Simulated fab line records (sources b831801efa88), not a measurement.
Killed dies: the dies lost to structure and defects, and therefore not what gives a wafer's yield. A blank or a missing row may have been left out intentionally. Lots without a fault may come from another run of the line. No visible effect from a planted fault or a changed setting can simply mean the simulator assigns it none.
Which tool did it? :: flow gf180mcu :: 15 lots, 45 wafers sampled, at 2 steps of a route of 602

## WHAT THE GAUGES SHOWED, per wafer
GF_CONTACT_CD_MEAS_14: target cd 220 nm. Usual: cd_nm reads 219.8 nm (standard deviation 1.4).
lot: L635
measured: day 17 01:06
on: cd_sem-01
cd_nm (nm): 217.6 218.8 218.3
flag: 

lot: L638
measured: day 17 22:07
on: cd_sem-02
cd_nm (nm): 220.2 218.8 220.2
flag: 

lot: L641
measured: day 18 21:38
on: cd_sem-01
cd_nm (nm): 220.8 219.3 220.6
flag: 

lot: L642
measured: day 19 05:51
on: cd_sem-01
cd_nm (nm): - - -
flag: OFF

lot: L643
measured: day 19 15:58
on: cd_sem-02
cd_nm (nm): - - -
flag: OFF

lot: L644
measured: day 19 22:10
on: cd_sem-02
cd_nm (nm): - - -
flag: OFF

lot: L646
measured: day 20 11:48
on: cd_sem-02
cd_nm (nm): 217.8 219.6 218.3
flag: 

lot: L648
measured: day 21 10:08
on: cd_sem-01
cd_nm (nm): 221.7 221.2 219.9
flag: 

lot: L649
measured: day 21 13:49
on: cd_sem-01
cd_nm (nm): 219.3 220.5 221.1
flag: 

lot: L650
measured: day 21 23:31
on: cd_sem-02
cd_nm (nm): 220.5 219.4 220.2
flag: 

lot: L652
measured: day 22 12:29
on: cd_sem-01
cd_nm (nm): 221.6 221.0 220.4
flag: 

lot: L653
measured: day 22 18:45
on: cd_sem-01
cd_nm (nm): 217.2 215.6 216.3
flag: 

lot: L654
measured: day 23 04:55
on: cd_sem-02
cd_nm (nm): 219.9 217.8 218.7
flag: 

lot: L655
measured: day 23 15:28
on: cd_sem-02
cd_nm (nm): 220.3 219.3 218.9
flag: 

lot: L657
measured: day 23 22:38
on: cd_sem-01
cd_nm (nm): 219.8 218.6 218.9
flag: 

## EACH LOT AND THE TOOL THAT RAN IT (in order: tool; ch and the chambers of the sampled wafers; start)
lot: L635
GF_CONTACT_EXPOSE_11: krf_scanner-01 ch 0, day 16 13:40

lot: L638
GF_CONTACT_EXPOSE_11: krf_scanner-02 ch 0, day 17 10:49

lot: L641
GF_CONTACT_EXPOSE_11: krf_scanner-02 ch 0, day 18 09:58

lot: L642
GF_CONTACT_EXPOSE_11: krf_scanner-02, day 18 18:24

lot: L643
GF_CONTACT_EXPOSE_11: krf_scanner-01, day 19 04:21

lot: L644
GF_CONTACT_EXPOSE_11: krf_scanner-02, day 19 10:08

lot: L646
GF_CONTACT_EXPOSE_11: krf_scanner-02 ch 0, day 20 00:14

lot: L648
GF_CONTACT_EXPOSE_11: krf_scanner-02 ch 0, day 20 22:13

lot: L649
GF_CONTACT_EXPOSE_11: krf_scanner-01 ch 0, day 21 01:50

lot: L650
GF_CONTACT_EXPOSE_11: krf_scanner-02 ch 0, day 21 11:56

lot: L652
GF_CONTACT_EXPOSE_11: krf_scanner-02 ch 0, day 22 01:02

lot: L653
GF_CONTACT_EXPOSE_11: krf_scanner-01 ch 0, day 22 07:02

lot: L654
GF_CONTACT_EXPOSE_11: krf_scanner-01 ch 0, day 22 17:30

lot: L655
GF_CONTACT_EXPOSE_11: krf_scanner-02 ch 0, day 23 04:38

lot: L657
GF_CONTACT_EXPOSE_11: krf_scanner-02 ch 0, day 23 12:17
- GF_CONTACT_EXPOSE_11: exposes mask Contact, target cd 220 nm.

## WHAT THE TOOLS THEMSELVES READ (means of the sampled wafers that have a number; where no wafer has one, the mark that the record gives instead)
GF_CONTACT_EXPOSE_11. Usual: exposure_dose_mJ_cm2 37.98, standard deviation 0.05; focus_offset_nm 0.0 nm, standard deviation 0.51.
lot: L635
tool: krf_scanner-01
exposure_dose_mJ_cm2: 37.92
focus_offset_nm (nm): -0.3
flag: 

lot: L638
tool: krf_scanner-02
exposure_dose_mJ_cm2: 38.03
focus_offset_nm (nm): -0.5
flag: 

lot: L641
tool: krf_scanner-02
exposure_dose_mJ_cm2: 37.98
focus_offset_nm (nm): 0.5
flag: 

lot: L642
tool: krf_scanner-02
exposure_dose_mJ_cm2: -
focus_offset_nm (nm): -
flag: OFF

lot: L643
tool: krf_scanner-01
exposure_dose_mJ_cm2: -
focus_offset_nm (nm): -
flag: OFF

lot: L644
tool: krf_scanner-02
exposure_dose_mJ_cm2: -
focus_offset_nm (nm): -
flag: OFF

lot: L646
tool: krf_scanner-02
exposure_dose_mJ_cm2: 37.95
focus_offset_nm (nm): -0.1
flag: 

lot: L648
tool: krf_scanner-02
exposure_dose_mJ_cm2: 37.93
focus_offset_nm (nm): -0.2
flag: 

lot: L649
tool: krf_scanner-01
exposure_dose_mJ_cm2: 38.03
focus_offset_nm (nm): -0.3
flag: 

lot: L650
tool: krf_scanner-02
exposure_dose_mJ_cm2: 38.01
focus_offset_nm (nm): 0.5
flag: 

lot: L652
tool: krf_scanner-02
exposure_dose_mJ_cm2: 38.00
focus_offset_nm (nm): -0.4
flag: 

lot: L653
tool: krf_scanner-01
exposure_dose_mJ_cm2: 37.94
focus_offset_nm (nm): 0.1
flag: 

lot: L654
tool: krf_scanner-01
exposure_dose_mJ_cm2: 37.93
focus_offset_nm (nm): 0.7
flag: 

lot: L655
tool: krf_scanner-02
exposure_dose_mJ_cm2: 38.07
focus_offset_nm (nm): 0.7
flag: 

lot: L657
tool: krf_scanner-02
exposure_dose_mJ_cm2: 38.04
focus_offset_nm (nm): 0.3
flag: 

## THE ANSWER, worked out from the rows above alone
Rule: take the mean of a lot's wafers that have a number; if it is more than 3 standard deviations from the usual mean, the lot is off. Also off: a lot with no number at a reading for which 4 or more lots have one. Any other lot the step has rows for is counted as sound. Order of review: gauges by route order, followed by the tools' own readings, for which a lot's mean as printed above is used. At the first step where some lot is off, the reading lying furthest off is the one used; lots without a number count as furthest.
Off at GF_CONTACT_CD_MEAS_14 (cd_nm): L642, L643, L644. Without a number there: L642, L643, L644.
If a tool, at a process step before that reading, ran all the lots that are off and no sound lot after the first of them, it fits. Not tried: the gauges at GF_CONTACT_CD_MEAS_14; whatever is off there is also off at GF_CONTACT_EXPOSE_11, on other tools, and gauge error can't account for it. No candidate that was tried fits.

## WHAT THE SIMULATOR HAD PUT IN
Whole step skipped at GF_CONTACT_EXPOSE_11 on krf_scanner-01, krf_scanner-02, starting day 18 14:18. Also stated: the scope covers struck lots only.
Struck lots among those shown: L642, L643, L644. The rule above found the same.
